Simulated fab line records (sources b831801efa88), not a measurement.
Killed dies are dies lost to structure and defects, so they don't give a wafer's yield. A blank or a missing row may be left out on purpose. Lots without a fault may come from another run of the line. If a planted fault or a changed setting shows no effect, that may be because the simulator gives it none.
The tool behind it: which one? | flow gf180mcu | 36 wafers from 12 lots sampled at 4 of the route's 602 steps

## WHAT EACH GAUGE READ, for each wafer
GF_POLY_GATE_THK_MEAS_01. Usual: POLY_GATE_CVD_00_THK typically reads 200.2 nm, with standard deviation 1.7.
lot  | measured     | on            | POLY_GATE_CVD_00_THK (nm) | flag
L171 | day 9 02:47  | film_metro-01 | 199.6 201.0 200.4         |
L173 | day 9 13:06  | film_metro-01 | 198.3 199.1 199.0         |
L174 | day 10 13:19 | film_metro-04 | 200.7 199.9 200.9         |
L175 | day 10 13:19 | film_metro-01 | 199.6 199.3 199.6         |
L176 | day 10 16:07 | film_metro-01 | 199.4 200.8 200.5         |
L178 | day 11 05:52 | film_metro-01 | 199.0 198.5 198.1         |
L181 | day 11 20:11 | film_metro-01 | 209.0 209.0 208.9         | OFF
L187 | day 13 22:26 | film_metro-04 | 201.6 202.8 201.3         |
L189 | day 14 18:43 | film_metro-04 | 198.6 199.6 197.8         |
L191 | day 15 00:31 | film_metro-01 | 198.6 197.2 198.1         |
L190 | day 15 00:31 | film_metro-04 | 201.3 201.6 201.9         |
L192 | day 15 11:06 | film_metro-04 | 200.9 201.0 200.7         |

## WHICH TOOL RAN EACH LOT (tool, then ch and the chambers of the sampled wafers, then the start)
lot  | GF_VT_IMPLANT_STRIP_09               | GF_VT_IMPLANT_RTA_45             | GF_POLY_GATE_CVD_00
L171 | plasma_asher-02 ch 0, day 6 06:48    | rtp_anneal-02 ch 0, day 8 04:49  | lpcvd-02 ch 1, day 9 01:26
L173 | plasma_asher-04 ch 0,1, day 6 15:21  | rtp_anneal-01 ch 0, day 8 14:38  | lpcvd-02 ch 0, day 9 11:46
L174 | plasma_asher-04 ch 0,1, day 7 10:27  | rtp_anneal-02 ch 0, day 9 12:11  | lpcvd-02 ch 0, day 10 11:59
L175 | plasma_asher-02 ch 0,1, day 7 10:52  | rtp_anneal-01 ch 0, day 9 12:36  | lpcvd-02 ch 1, day 10 11:59
L176 | plasma_asher-01 ch 0,1, day 7 14:12  | rtp_anneal-01 ch 0, day 9 16:39  | lpcvd-01 ch 1, day 10 14:47
L178 | plasma_asher-02 ch 0,1, day 8 02:49  | rtp_anneal-01 ch 0, day 10 06:06 | lpcvd-02 ch 1, day 11 04:31
L181 | plasma_asher-02 ch 0,1, day 8 15:04  | rtp_anneal-01 ch 0, day 10 19:51 | lpcvd-02 ch 1, day 11 18:51
L187 | plasma_asher-01 ch 0, day 10 03:20   | rtp_anneal-02 ch 0, day 12 11:29 | lpcvd-01 ch 1, day 13 21:05
L189 | plasma_asher-02 ch 0,1, day 11 00:50 | rtp_anneal-01 ch 0, day 13 09:06 | lpcvd-02 ch 1, day 14 17:23
L191 | plasma_asher-01 ch 0,1, day 11 09:50 | rtp_anneal-02 ch 0, day 13 19:09 | lpcvd-02 ch 0, day 14 23:11
L190 | plasma_asher-01 ch 0,1, day 11 11:07 | rtp_anneal-01 ch 0, day 13 20:49 | lpcvd-02 ch 0, day 14 23:11
L192 | plasma_asher-02 ch 0,1, day 11 16:34 | rtp_anneal-02 ch 0, day 14 02:35 | lpcvd-01 ch 1, day 15 09:46
- GF_VT_IMPLANT_STRIP_09: strips in O2/N2.
- GF_VT_IMPLANT_RTA_45: time 30 s.
- GF_POLY_GATE_CVD_00: deposits poly-Si, target thk 200 nm, time 1200 s.

## AS READ BY THE TOOLS THEMSELVES (means over the sampled wafers that have a number; for cases with no such wafer, the mark the record gives instead)
GF_VT_IMPLANT_STRIP_09. Usual: drypump_motor_current_A 5.7 A, standard deviation 0.35; heater_power_w 331 W, standard deviation 17; oes_product_au 0.716 a.u., standard deviation 0.0044; strip_time_to_endpoint_s 12.64 s, standard deviation 0.04.
lot  | tool            | drypump_motor_current_A (A) | heater_power_w (W) | oes_product_au (a.u.) | strip_time_to_endpoint_s (s) | flag
L171 | plasma_asher-02 | 6.2                         | 342                | 0.716                 | 12.60                        |
L173 | plasma_asher-04 | 5.3                         | 324                | 0.714                 | 12.63                        |
L174 | plasma_asher-04 | 5.4                         | 322                | 0.716                 | 12.64                        |
L175 | plasma_asher-02 | 6.0                         | 338                | 0.716                 | 12.65                        |
L176 | plasma_asher-01 | 5.8                         | 343                | 0.719                 | 12.68                        |
L178 | plasma_asher-02 | 5.9                         | 335                | 0.718                 | 12.62                        |
L181 | plasma_asher-02 | 6.0                         | 332                | 0.716                 | 12.69                        |
L187 | plasma_asher-01 | 6.1                         | 329                | 0.718                 | 12.66                        |
L189 | plasma_asher-02 | 5.9                         | 334                | 0.717                 | 12.56                        |
L191 | plasma_asher-01 | 5.9                         | 339                | 0.716                 | 12.68                        |
L190 | plasma_asher-01 | 5.9                         | 332                | 0.719                 | 12.71                        |
L192 | plasma_asher-02 | 5.9                         | 325                | 0.714                 | 12.64                        |

GF_VT_IMPLANT_RTA_45. Usual: lamp_power_pct 35 %, standard deviation 3.2; wafer_temp_C_max 1055.4, standard deviation 1.4.
lot  | tool          | lamp_power_pct (%) | wafer_temp_C_max | flag
L171 | rtp_anneal-02 | 39                 | 1057.0           |
L173 | rtp_anneal-01 | 32                 | 1055.2           |
L174 | rtp_anneal-02 | 39                 | 1055.5           |
L175 | rtp_anneal-01 | 32                 | 1053.6           |
L176 | rtp_anneal-01 | 32                 | 1054.5           |
L178 | rtp_anneal-01 | 32                 | 1054.3           |
L181 | rtp_anneal-01 | 32                 | 1055.2           |
L187 | rtp_anneal-02 | 39                 | 1056.4           |
L189 | rtp_anneal-01 | 32                 | 1054.6           |
L191 | rtp_anneal-02 | 39                 | 1055.1           |
L190 | rtp_anneal-01 | 32                 | 1055.2           |
L192 | rtp_anneal-02 | 39                 | 1057.6           |

GF_POLY_GATE_CVD_00. Usual: pressure_mtorr 200.0 mTorr, standard deviation 0.37; zone_power_bottom_pct 13.7 %, standard deviation 0.99.
lot  | tool     | pressure_mtorr (mTorr) | zone_power_bottom_pct (%) | flag
L171 | lpcvd-02 | 200.5                  | 12.8                      |
L173 | lpcvd-02 | 200.4                  | 15.0                      |
L174 | lpcvd-02 | 200.3                  | 14.8                      |
L175 | lpcvd-02 | 199.8                  | 12.8                      |
L176 | lpcvd-01 | 199.8                  | 12.8                      |
L178 | lpcvd-02 | 200.0                  | 12.8                      |
L181 | lpcvd-02 | 199.9                  | 12.8                      |
L187 | lpcvd-01 | 199.6                  | 13.0                      |
L189 | lpcvd-02 | 199.6                  | 12.8                      |
L191 | lpcvd-02 | 200.4                  | 14.9                      |
L190 | lpcvd-02 | 200.0                  | 14.8                      |
L192 | lpcvd-01 | 200.3                  | 12.9                      |

## THE ANSWER, worked out from the rows above alone
Rule: a lot is off if the mean of its wafers that have a number lies more than 3 standard deviations from the usual mean. Also off: a lot with no number at a reading for which 4 or more lots have one. Any other lot the step has rows for is counted as sound. First the gauges in route order, then the tools' own readings, where a lot's mean is used as printed above. At the first step where some lot is off, the reading lying furthest off is the one used; lots without a number count as furthest.
Off: at GF_POLY_GATE_THK_MEAS_01 (POLY_GATE_CVD_00_THK), L181.
If a tool, at a process step before that reading, ran all the lots that are off and no sound lot after the first of them, it fits. The gauges at GF_POLY_GATE_THK_MEAS_01 are tried like those tools. Of those tried, none fits.

## WHAT HAD BEEN PUT IN BY THE SIMULATOR
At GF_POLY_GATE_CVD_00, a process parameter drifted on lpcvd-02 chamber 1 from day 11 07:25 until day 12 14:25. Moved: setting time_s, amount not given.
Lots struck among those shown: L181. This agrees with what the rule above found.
